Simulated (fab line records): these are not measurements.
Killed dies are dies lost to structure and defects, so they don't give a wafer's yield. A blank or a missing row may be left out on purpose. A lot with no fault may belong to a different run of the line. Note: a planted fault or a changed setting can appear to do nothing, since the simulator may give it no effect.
Commonality check across tools | flow sfq line | Sampled: 14 lots, 48 wafers

## THE REASON FOR OPENING IT
Of 14 lots, 2 have the reading M1_NB_RS flagged at SFQ_M1_RS_MEAS_909. Fault-free wafers read 0.893 ohm/sq, with a standard deviation of 0.0095.
Rule: a lot gets a flag if all its wafers with a number sit over 4 standard deviations from that mean, or if no wafer of it has a number. All remaining lots are regarded as sound.

lot  | measured     | on            | M1_NB_RS (ohm/sq), wafer by wafer   | flag
L729 | day 8 12:31  | film metro-03 | 0.899 0.900 0.890                   |
L730 | day 8 22:08  | film metro-03 | 0.891 0.881 0.878                   |
L731 | day 9 01:43  | film metro-04 | 0.889 0.899 0.905                   |
L732 | day 9 15:28  | film metro-03 | 0.893 0.887 0.901                   |
L733 | day 9 22:41  | film metro-01 | 0.892 0.883 0.891                   |
L734 | day 10 03:28 | film metro-04 | 0.896 0.901 0.906                   |
L735 | day 10 13:48 | film metro-04 | 0.908 0.912 0.906                   |
L738 | day 11 05:24 | film metro-04 | 1.925 1.993 2.006 1.924 1.999 2.010 | FLAGGED
L739 | day 12 00:38 | film metro-03 | 1.964 1.902 1.959 1.961 1.904 1.954 | FLAGGED
L745 | day 14 03:19 | film metro-03 | 0.876 0.882 0.885                   |
L747 | day 14 14:07 | film metro-01 | 0.892 0.899 0.890                   |
L748 | day 15 00:56 | film metro-03 | 0.893 0.888 0.883                   |
L751 | day 16 00:29 | film metro-01 | 0.890 0.891 0.903                   |
L752 | day 16 04:05 | film metro-01 | 0.884 0.888 0.869                   |
The numbers of the flagged lots are 1.958 ohm/sq on average: +1.065 ohm/sq against the usual, or +99 or more standard deviations.

## WHICH TOOL EACH LOT WENT THROUGH
The record holds 1 process step before the reading, out of a route of 325 steps. In each cell: the tool, then ch and the chambers that the sampled wafers went through, then the start.
lot  | flag    | SFQ_TRILAYER_M1_DEP_SPUTTER_037
L729 |         | pvd sputter-06, day 8 12:25
L730 |         | pvd sputter-05, day 8 22:01
L731 |         | pvd sputter-04, day 9 01:37
L732 |         | pvd sputter-04, day 9 15:22
L733 |         | pvd sputter-06, day 9 22:34
L734 |         | pvd sputter-06, day 10 03:22
L735 |         | pvd sputter-05, day 10 13:43
L738 | FLAGGED | pvd sputter-05, day 11 05:19
L739 | FLAGGED | pvd sputter-05, day 12 00:31
L745 |         | pvd sputter-04, day 14 03:13
L747 |         | pvd sputter-05, day 14 14:01
L748 |         | pvd sputter-04, day 15 00:49
L751 |         | pvd sputter-05, day 16 00:23
L752 |         | pvd sputter-05, day 16 03:59
These steps, and what they do:
- SFQ_TRILAYER_M1_DEP_SPUTTER_037: material Nb, target thk 200 nm, time 133.3 s.
- SFQ_M1_RS_MEAS_909: measures by four-point-probe.

## FLAGGED OVER TOTAL, TOOL BY TOOL (the gauges that took the reading come last)
step                            | tool           | lots run | flagged | share of the flagged lots | sound lots run after its first flagged lot
SFQ_TRILAYER_M1_DEP_SPUTTER_037 | pvd sputter-04 | 4        | 0       | none                      | -
SFQ_TRILAYER_M1_DEP_SPUTTER_037 | pvd sputter-05 | 7        | 2       | all                       | 3 (L747,L751,L752)
SFQ_TRILAYER_M1_DEP_SPUTTER_037 | pvd sputter-06 | 3        | 0       | none                      | -
SFQ_M1_RS_MEAS_909              | film metro-01  | 4        | 0       | none                      | -
SFQ_M1_RS_MEAS_909              | film metro-03  | 6        | 1       | some                      | 2 (L745,L748)
SFQ_M1_RS_MEAS_909              | film metro-04  | 4        | 1       | some                      | 0

## WHAT IS ALLOWED BY THE TABLE
In the table, 1 row covers all flagged lots: pvd sputter-05 at SFQ_TRILAYER_M1_DEP_SPUTTER_037.
- pvd sputter-05 at SFQ_TRILAYER_M1_DEP_SPUTTER_037 ran 7 lots, 2 of them flagged. Sound lots ran on it after the first flagged one (L747, L751, L752), which a lasting fault on the whole tool wouldn't allow.
None of the table's rows ran every flagged lot and, after the first, no sound lot.

## WHAT THE SIMULATOR HAD PUT IN
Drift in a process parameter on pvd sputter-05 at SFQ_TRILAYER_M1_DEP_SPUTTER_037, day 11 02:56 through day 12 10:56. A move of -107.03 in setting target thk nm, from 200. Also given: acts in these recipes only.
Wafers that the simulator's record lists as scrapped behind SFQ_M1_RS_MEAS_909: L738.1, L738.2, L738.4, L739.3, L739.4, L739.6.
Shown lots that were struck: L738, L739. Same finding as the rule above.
